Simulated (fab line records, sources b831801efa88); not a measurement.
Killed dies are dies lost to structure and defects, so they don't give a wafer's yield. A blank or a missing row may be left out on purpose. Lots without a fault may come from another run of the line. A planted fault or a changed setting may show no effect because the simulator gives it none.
Which tool did it? | flow gf180mcu | 13 lots, 39 wafers sampled, at 5 steps of a route of 602

WHAT THE GAUGES READ, wafer by wafer
GF_VT_IMPLANT_TW_MEAS_21. Usual: VT_IMPLANT_2_TW 1214, standard deviation 9.4.
lot  | measured     | on            | VT_IMPLANT_2_TW | flag
L329 | day 6 12:01  | film_metro-02 | 1215 1219 1219  |
L331 | day 7 03:11  | film_metro-01 | 1228 1227 1236  |
L332 | day 7 08:48  | film_metro-03 | 1203 1197 1200  |
L333 | day 7 18:29  | film_metro-03 | 1202 1201 1203  |
L334 | day 7 21:09  | film_metro-02 | 1290 1288 1291  | OFF
L335 | day 8 05:11  | film_metro-03 | 1289 1286 1281  | OFF
L336 | day 8 12:05  | film_metro-03 | 1282 1279 1284  | OFF
L345 | day 10 16:56 | film_metro-02 | 1212 1211 1209  |
L346 | day 11 02:45 | film_metro-03 | 1209 1210 1208  |
L347 | day 11 10:00 | film_metro-02 | 1217 1221 1218  |
L349 | day 11 21:08 | film_metro-01 | 1228 1228 1223  |
L350 | day 12 01:29 | film_metro-03 | 1204 1200 1198  |
L351 | day 12 08:06 | film_metro-01 | 1224 1232 1228  |

GF_VT_IMPLANT_TW_MEAS_32. Usual: VT_IMPLANT_3_TW 268.7, standard deviation 2.5.
lot  | measured     | on            | VT_IMPLANT_3_TW   | flag
L329 | day 7 03:30  | film_metro-03 | 265.1 265.5 265.2 |
L331 | day 7 20:50  | film_metro-01 | 271.2 272.0 273.4 |
L332 | day 8 01:15  | film_metro-02 | 267.9 267.6 266.6 |
L333 | day 8 10:56  | film_metro-03 | 268.3 267.3 266.2 |
L334 | day 8 13:38  | film_metro-01 | 271.7 273.2 272.7 |
L335 | day 8 21:56  | film_metro-03 | 268.1 267.4 267.3 |
L336 | day 9 04:14  | film_metro-01 | 272.3 271.6 271.8 |
L345 | day 11 11:11 | film_metro-03 | 268.5 268.1 268.9 |
L346 | day 11 21:33 | film_metro-01 | 272.0 271.7 270.6 |
L347 | day 12 04:13 | film_metro-03 | 266.3 266.5 265.5 |
L349 | day 12 16:41 | film_metro-02 | 270.2 268.6 268.9 |
L350 | day 12 20:34 | film_metro-03 | 265.4 265.4 265.3 |
L351 | day 13 03:48 | film_metro-02 | 270.0 269.1 270.0 |

GF_TOP_METAL_OVL_MEAS_15. Usual: TOP_METAL_OVL -0.9 nm, standard deviation 1.1.
lot  | measured     | on         | TOP_METAL_OVL (nm) | flag
L329 | day 28 15:43 | overlay-02 | -1.0 -2.6 -2.3     |
L331 | day 29 06:18 | overlay-02 | -0.7 -0.3 -0.8     |
L332 | day 29 19:17 | overlay-02 | -2.3 -2.6 -2.4     |
L333 | day 29 22:52 | overlay-02 | 0.3 -0.9 -0.9      |
L334 | day 30 01:35 | overlay-02 | 0.8 -1.3 0.4       |
L335 | day 30 08:06 | overlay-02 | 0.1 -1.7 -2.8      |
L336 | day 30 17:04 | overlay-02 | -0.3 -1.6 -2.2     |
L345 | day 33 00:27 | overlay-02 | 0.3 0.3 0.0        |
L346 | day 33 06:31 | overlay-01 | -0.5 0.0 -0.3      |
L347 | day 33 18:43 | overlay-02 | -0.7 0.3 0.9       |
L349 | day 33 20:36 | overlay-01 | -0.8 1.3 0.0       |
L350 | day 34 04:00 | overlay-02 | -1.1 -0.8 -2.9     |
L351 | day 34 08:16 | overlay-02 | -1.3 -1.4 -1.3     |

WHICH TOOL RAN EACH LOT (tool, then ch and the chambers of the sampled wafers, then the start)
lot  | GF_VT_IMPLANT_IMPLANT_19        | GF_V1_ETCH_16
L329 | implanter-01 ch 0, day 6 11:47  | rie_diel-03 ch 0,2, day 18 17:26
L331 | implanter-01 ch 0, day 7 02:56  | rie_diel-03 ch 0,2,3, day 19 13:17
L332 | implanter-01 ch 0, day 7 08:34  | rie_diel-02 ch 1,2,3, day 20 04:05
L333 | implanter-01 ch 0, day 7 18:10  | rie_diel-04 ch 0,1,3, day 20 09:48
L334 | implanter-01 ch 0, day 7 20:55  | rie_diel-03 ch 0,3, day 20 14:11
L335 | implanter-01 ch 0, day 8 04:56  | rie_diel-02 ch 1,2,3, day 20 22:02
L336 | implanter-01 ch 0, day 8 11:50  | rie_diel-03 ch 0,2,3, day 21 10:41
L345 | implanter-03 ch 0, day 10 16:41 | rie_diel-03 ch 0,1,2, day 24 08:23
L346 | implanter-03 ch 0, day 11 02:31 | rie_diel-03 ch 1,2, day 24 18:23
L347 | implanter-02 ch 0, day 11 09:47 | rie_diel-03 ch 1,2,3, day 25 04:35
L349 | implanter-02 ch 0, day 11 20:53 | rie_diel-02 ch 1,2,3, day 25 12:54
L350 | implanter-03 ch 0, day 12 01:14 | rie_diel-03 ch 0,2,3, day 26 00:04
L351 | implanter-01 ch 0, day 12 07:52 | rie_diel-02 ch 0,1,3, day 26 05:42
- GF_VT_IMPLANT_IMPLANT_19
- GF_V1_ETCH_16: etches BARC in N2/H2.

WHAT THE TOOLS THEMSELVES READ (means of the sampled wafers that have a number; where no wafer has one, the mark that the record gives instead)
GF_VT_IMPLANT_IMPLANT_19. Usual: beam_energy_keV 100.01, standard deviation 0.032.
lot  | tool         | beam_energy_keV | flag
L329 | implanter-01 | 100.02          |
L331 | implanter-01 | 100.03          |
L332 | implanter-01 | 100.00          |
L333 | implanter-01 | 100.00          |
L334 | implanter-01 | 123.10          | OFF
L335 | implanter-01 | 123.13          | OFF
L336 | implanter-01 | 123.09          | OFF
L345 | implanter-03 | 100.01          |
L346 | implanter-03 | 100.01          |
L347 | implanter-02 | 100.06          |
L349 | implanter-02 | 100.02          |
L350 | implanter-03 | 100.00          |
L351 | implanter-01 | 100.03          |

GF_V1_ETCH_16. Usual: chamber_pressure_mTorr 30.003 mTorr, standard deviation 0.028; drypump_motor_current_A 5.6 A, standard deviation 0.3; oes_product_au 0.855 a.u., standard deviation 0.0048; throttle_valve_pct 13.224 %, standard deviation 0.0092.
lot  | tool        | chamber_pressure_mTorr (mTorr) | drypump_motor_current_A (A) | oes_product_au (a.u.) | throttle_valve_pct (%) | flag
L329 | rie_diel-03 | 30.011                         | 5.6                         | 0.853                 | 13.223                 |
L331 | rie_diel-03 | 30.010                         | 5.8                         | 0.853                 | 13.224                 |
L332 | rie_diel-02 | 30.005                         | 5.6                         | 0.860                 | 13.224                 |
L333 | rie_diel-04 | 29.995                         | 5.6                         | 0.854                 | 13.226                 |
L334 | rie_diel-03 | 29.971                         | 5.6                         | 0.852                 | 13.230                 |
L335 | rie_diel-02 | 30.000                         | 5.6                         | 0.850                 | 13.228                 |
L336 | rie_diel-03 | 29.993                         | 5.8                         | 0.851                 | 13.226                 |
L345 | rie_diel-03 | 29.992                         | 5.7                         | 0.854                 | 13.227                 |
L346 | rie_diel-03 | 30.000                         | 5.8                         | 0.856                 | 13.230                 |
L347 | rie_diel-03 | 30.025                         | 5.8                         | 0.857                 | 13.225                 |
L349 | rie_diel-02 | 30.006                         | 5.6                         | 0.854                 | 13.233                 |
L350 | rie_diel-03 | 30.005                         | 5.7                         | 0.856                 | 13.217                 |
L351 | rie_diel-02 | 30.010                         | 5.3                         | 0.852                 | 13.225                 |

THE ANSWER, worked out from the rows above alone
Rule: a lot is off if the mean of its wafers that have a number lies more than 3 standard deviations from the usual mean. A lot without any number at a reading at which 4 lots or more have one is off too. The other lots that the step has rows for count as sound. The gauges are gone through in route order, then the tools' own readings, and for those a lot's mean is taken as printed above. The first step at which some lot is off is used, and at that step the reading that is off furthest; a lot without a number counts as furthest.
Off: L334, L335, L336, at GF_VT_IMPLANT_TW_MEAS_21 (VT_IMPLANT_2_TW).
A tool fits if, at a process step before that reading, it ran every lot that is off, and no sound lot after the first of them. The gauges at GF_VT_IMPLANT_TW_MEAS_21 aren't tried: what is off there is off at GF_VT_IMPLANT_IMPLANT_19 too, on other tools, and a gauge's error can't cause that. None of those tried fits.

WHAT THE SIMULATOR HAD PUT IN
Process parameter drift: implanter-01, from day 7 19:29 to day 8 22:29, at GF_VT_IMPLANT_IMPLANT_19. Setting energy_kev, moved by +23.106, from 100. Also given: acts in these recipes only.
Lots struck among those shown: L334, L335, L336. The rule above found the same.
